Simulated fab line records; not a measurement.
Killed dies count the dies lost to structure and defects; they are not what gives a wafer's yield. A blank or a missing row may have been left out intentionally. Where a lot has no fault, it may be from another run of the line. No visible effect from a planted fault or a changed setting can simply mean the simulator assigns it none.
Tool commonality check	flow sky130	Sampled: 12 lots, 36 wafers

== THE REASON FOR OPENING IT ==
Of 12 lots, 2 have the reading SONOS_TUNNEL_TW flagged at SKY_SONOS_TUNNEL_TW_MEAS_12. Fault-free wafers read 197.5, with a standard deviation of 1.4.
Rule: a lot is flagged when every wafer of it that has a number lies more than 4 standard deviations from that mean, or none has a number. The other lots count as sound.

lot	measured	on	SONOS_TUNNEL_TW, wafer by wafer	flag
L426	day 11 12:28	film_metro-01	196.6 196.3 196.4	
L427	day 11 20:57	film_metro-04	198.5 198.1 198.5	
L428	day 12 06:31	film_metro-01	196.4 196.7 196.8	
L429	day 12 18:14	film_metro-01	195.7 197.0 196.8	
L430	day 13 00:30	film_metro-04	196.6 197.6 198.0	
L431	day 13 07:09	film_metro-01	195.3 196.7 195.8	
L432	day 13 15:22	film_metro-04	198.1 196.8 197.1	
L433	day 13 18:10	film_metro-01	195.6 195.6 195.4	
L434	day 14 04:02	film_metro-03	199.6 200.3 198.7	
L441	day 16 13:26	film_metro-04	153.4 153.0 153.6	FLAGGED
L443	day 17 10:20	film_metro-03	154.9 154.0 155.3	FLAGGED
L447	day 18 12:02	film_metro-04	197.4 198.1 197.8	
On average the flagged lots' numbers are 154.0, which is -43.5 against the usual, or -31 standard deviations.

== WHICH TOOL RAN EACH LOT ==
2 process steps preceding the reading are held in the record, out of 708 steps in the route. Cell contents, in order: the tool; ch with the chambers the sampled wafers went through; the start.
lot	flag	SKY_VT_ADJUST_LVTN_STRIP_20	SKY_SONOS_TUNNEL_IMPLANT_09
L426		plasma_asher-04 ch 0,1, day 7 21:18	implanter-03 ch 0, day 11 12:03
L427		plasma_asher-02 ch 0,1, day 8 03:41	implanter-01 ch 0, day 11 20:34
L428		plasma_asher-04 ch 0,1, day 8 11:36	implanter-04 ch 0, day 12 05:56
L429		plasma_asher-04 ch 0,1, day 8 23:18	implanter-04 ch 0, day 12 17:43
L430		plasma_asher-04 ch 0,1, day 9 04:43	implanter-03 ch 0, day 13 00:07
L431		plasma_asher-04 ch 0,1, day 9 09:23	implanter-01 ch 0, day 13 06:46
L432		plasma_asher-04 ch 0, day 9 18:04	implanter-04 ch 0, day 13 14:58
L433		plasma_asher-04 ch 0,1, day 9 20:58	implanter-01 ch 0, day 13 17:47
L434		plasma_asher-01 ch 0,1, day 10 04:01	implanter-04 ch 0, day 14 03:38
L441	FLAGGED	plasma_asher-02 ch 0,1, day 12 05:40	implanter-01 ch 0, day 16 13:01
L443	FLAGGED	plasma_asher-02 ch 0,1, day 12 23:11	implanter-01 ch 0, day 17 09:56
L447		plasma_asher-01 ch 0,1, day 13 20:04	implanter-03 ch 0, day 18 11:36
What these steps do:
- SKY_VT_ADJUST_LVTN_STRIP_20: strips in O2/N2.
- SKY_SONOS_TUNNEL_IMPLANT_09
- SKY_SONOS_TUNNEL_TW_MEAS_12

== FLAGGED AGAINST TOTAL, ONE TOOL AT A TIME (gauges that did the reading follow at the end) ==
step	tool	lots run	flagged	share of the flagged lots	sound lots run after its first flagged lot
SKY_VT_ADJUST_LVTN_STRIP_20	plasma_asher-01	2	0	none	-
SKY_VT_ADJUST_LVTN_STRIP_20	plasma_asher-02	3	2	all	0
SKY_VT_ADJUST_LVTN_STRIP_20	plasma_asher-04	7	0	none	-
SKY_SONOS_TUNNEL_IMPLANT_09	implanter-01	5	2	all	0
SKY_SONOS_TUNNEL_IMPLANT_09	implanter-03	3	0	none	-
SKY_SONOS_TUNNEL_IMPLANT_09	implanter-04	4	0	none	-
SKY_SONOS_TUNNEL_TW_MEAS_12	film_metro-01	5	0	none	-
SKY_SONOS_TUNNEL_TW_MEAS_12	film_metro-03	2	1	some	0
SKY_SONOS_TUNNEL_TW_MEAS_12	film_metro-04	5	1	some	1 (L447)

== WHAT IS ALLOWED BY THE TABLE ==
Rows of the table that ran all the flagged lots, 2 in number: plasma_asher-02 at SKY_VT_ADJUST_LVTN_STRIP_20; implanter-01 at SKY_SONOS_TUNNEL_IMPLANT_09.
- plasma_asher-02 at SKY_VT_ADJUST_LVTN_STRIP_20: 2 of its 3 lots flagged. Last sound lot L427 at day 8 03:41, first flagged lot L441 at day 12 05:40; a fault beginning in between fits.
- implanter-01 at SKY_SONOS_TUNNEL_IMPLANT_09: 2 of its 5 lots flagged. Last sound lot L433 at day 13 17:47, first flagged lot L441 at day 16 13:01; a fault beginning in between fits. Its own readings (dose_ions_cm2, faraday_current_uA) fall more than 4 standard deviations out on all wafers of the flagged lots.
Counting lots can't tell these 2 tools apart, because each fits a fault that began at some hour. More lots, or a look at what each step does to the wafer, might.

== WHAT WAS PUT IN BY THE SIMULATOR ==
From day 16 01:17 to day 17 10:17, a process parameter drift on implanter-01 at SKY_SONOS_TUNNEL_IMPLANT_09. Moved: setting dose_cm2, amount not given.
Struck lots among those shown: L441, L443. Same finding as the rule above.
